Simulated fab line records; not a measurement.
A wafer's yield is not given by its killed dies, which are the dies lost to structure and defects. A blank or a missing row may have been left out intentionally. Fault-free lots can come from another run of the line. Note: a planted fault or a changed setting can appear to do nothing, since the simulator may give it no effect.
Shared-tool check -- flow sky130 -- 13 lots and 39 wafers in the sample

REASON FOR OPENING
SKY_VT_ADJUST_NCORE_TW_MEAS_11, reading VT_ADJUST_NCORE_TW: flagged on 1 of 13 lots. No-fault wafers: 219.1, standard deviation 2.7.
Rule: a lot gets a flag if all its wafers with a number sit over 4 standard deviations from that mean, or if no wafer of it has a number. The other lots count as sound.

lot,measured,on,"VT_ADJUST_NCORE_TW, wafer by wafer",flag
L936,day 8 20:38,filmMetro-02,219.8 221.2 220.1,
L937,day 8 22:46,filmMetro-04,220.4 220.2 221.4,
L938,day 9 03:03,filmMetro-04,222.0 221.8 222.1,
L939,day 9 11:05,filmMetro-03,214.9 216.8 216.6,
L940,day 9 20:16,filmMetro-04,221.5 221.1 221.6,
L944,day 10 22:57,filmMetro-03,215.0 216.0 214.3,
L945,day 11 06:48,filmMetro-04,30.2 30.3 30.4,FLAGGED
L951,day 13 00:51,filmMetro-03,215.2 216.0 215.6,
L952,day 13 06:39,filmMetro-02,220.5 221.5 220.2,
L953,day 13 12:21,filmMetro-02,222.1 221.3 222.0,
L954,day 14 01:17,filmMetro-04,222.5 222.3 223.8,
L957,day 14 18:31,filmMetro-03,216.0 216.0 216.6,
L958,day 15 01:39,filmMetro-03,216.1 215.6 214.9,
The mean of the flagged lots' numbers is 30.3, -188.8 from the usual (-70 standard deviations).

LOT BY LOT: THE TOOL USED
2 process steps preceding the reading are held in the record, out of 708 steps in the route. Cell contents, in order: the tool; ch with the chambers the sampled wafers went through; the start.
lot,flag,SKY_VT_ADJUST_LVTN_STRIP_20,SKY_VT_ADJUST_NCORE_STRIP_10
L936,,"plasmaAsher-01 ch 1, day 7 23:44","plasmaAsher-04 ch 0,1, day 8 20:32"
L937,,"plasmaAsher-02 ch 0,1, day 8 01:37","plasmaAsher-04 ch 0,1, day 8 22:39"
L938,,"plasmaAsher-02 ch 0,1, day 8 06:19","plasmaAsher-02 ch 0, day 9 02:56"
L939,,"plasmaAsher-01 ch 0,1, day 8 13:10","plasmaAsher-02 ch 0,1, day 9 10:59"
L940,,"plasmaAsher-02 ch 0,1, day 8 22:33","plasmaAsher-02 ch 0,1, day 9 20:11"
L944,,"plasmaAsher-02 ch 0,1, day 10 00:49","plasmaAsher-04 ch 0,1, day 10 22:50"
L945,FLAGGED,"plasmaAsher-01 ch 0,1, day 10 07:22","plasmaAsher-02 ch 0,1, day 11 06:42"
L951,,"plasmaAsher-03 ch 0,1, day 11 23:52","plasmaAsher-03 ch 0,1, day 13 00:45"
L952,,"plasmaAsher-03 ch 0,1, day 12 04:49","plasmaAsher-04 ch 0,1, day 13 06:32"
L953,,"plasmaAsher-01 ch 0,1, day 12 11:37","plasmaAsher-03 ch 0,1, day 13 12:14"
L954,,"plasmaAsher-03 ch 0,1, day 13 00:10","plasmaAsher-02 ch 0, day 14 01:11"
L957,,"plasmaAsher-01 ch 0,1, day 13 17:01","plasmaAsher-03 ch 0,1, day 14 18:25"
L958,,"plasmaAsher-02 ch 0,1, day 13 22:40","plasmaAsher-02 ch 0,1, day 15 01:33"
What is done by these steps:
- SKY_VT_ADJUST_LVTN_STRIP_20: strips in O2/N2.
- SKY_VT_ADJUST_NCORE_STRIP_10: strips in O2/N2.
- SKY_VT_ADJUST_NCORE_TW_MEAS_11

FLAGGED AGAINST TOTAL, ONE TOOL AT A TIME (gauges that did the reading follow at the end)
step,tool,lots run,flagged,share of the flagged lots,sound lots run after its first flagged lot
SKY_VT_ADJUST_LVTN_STRIP_20,plasmaAsher-01,5,1,all,"2 (L953,L957)"
SKY_VT_ADJUST_LVTN_STRIP_20,plasmaAsher-02,5,0,none,-
SKY_VT_ADJUST_LVTN_STRIP_20,plasmaAsher-03,3,0,none,-
SKY_VT_ADJUST_NCORE_STRIP_10,plasmaAsher-02,6,1,all,"2 (L954,L958)"
SKY_VT_ADJUST_NCORE_STRIP_10,plasmaAsher-03,3,0,none,-
SKY_VT_ADJUST_NCORE_STRIP_10,plasmaAsher-04,4,0,none,-
SKY_VT_ADJUST_NCORE_TW_MEAS_11,filmMetro-02,3,0,none,-
SKY_VT_ADJUST_NCORE_TW_MEAS_11,filmMetro-03,5,0,none,-
SKY_VT_ADJUST_NCORE_TW_MEAS_11,filmMetro-04,5,1,all,1 (L954)

THE TABLE: WHAT IT ALLOWS
All flagged lots were run by 3 table rows, namely plasmaAsher-01 at SKY_VT_ADJUST_LVTN_STRIP_20, plasmaAsher-02 at SKY_VT_ADJUST_NCORE_STRIP_10, filmMetro-04 at SKY_VT_ADJUST_NCORE_TW_MEAS_11.
- plasmaAsher-01 at SKY_VT_ADJUST_LVTN_STRIP_20: 1 of its 5 lots flagged. Lots that were sound ran on it after the first flagged one (L953, L957); a persistent fault on the entire tool would not allow that. Its own readings lie more than 4 standard deviations out on every wafer of the flagged lots: oesProductAu.
- plasmaAsher-02 at SKY_VT_ADJUST_NCORE_STRIP_10: 1 of its 6 lots flagged. Lots that were sound ran on it after the first flagged one (L954, L958); a persistent fault on the entire tool would not allow that. Its own readings lie more than 4 standard deviations out on every wafer of the flagged lots: stripTimeToEndpointS.
- filmMetro-04 at SKY_VT_ADJUST_NCORE_TW_MEAS_11: 1 of its 5 lots flagged. Lots that were sound ran on it after the first flagged one (L954); a persistent fault on the entire tool would not allow that.
There is no row in the table that ran each flagged lot and no sound lot after the first.

WHAT WAS PUT IN BY THE SIMULATOR
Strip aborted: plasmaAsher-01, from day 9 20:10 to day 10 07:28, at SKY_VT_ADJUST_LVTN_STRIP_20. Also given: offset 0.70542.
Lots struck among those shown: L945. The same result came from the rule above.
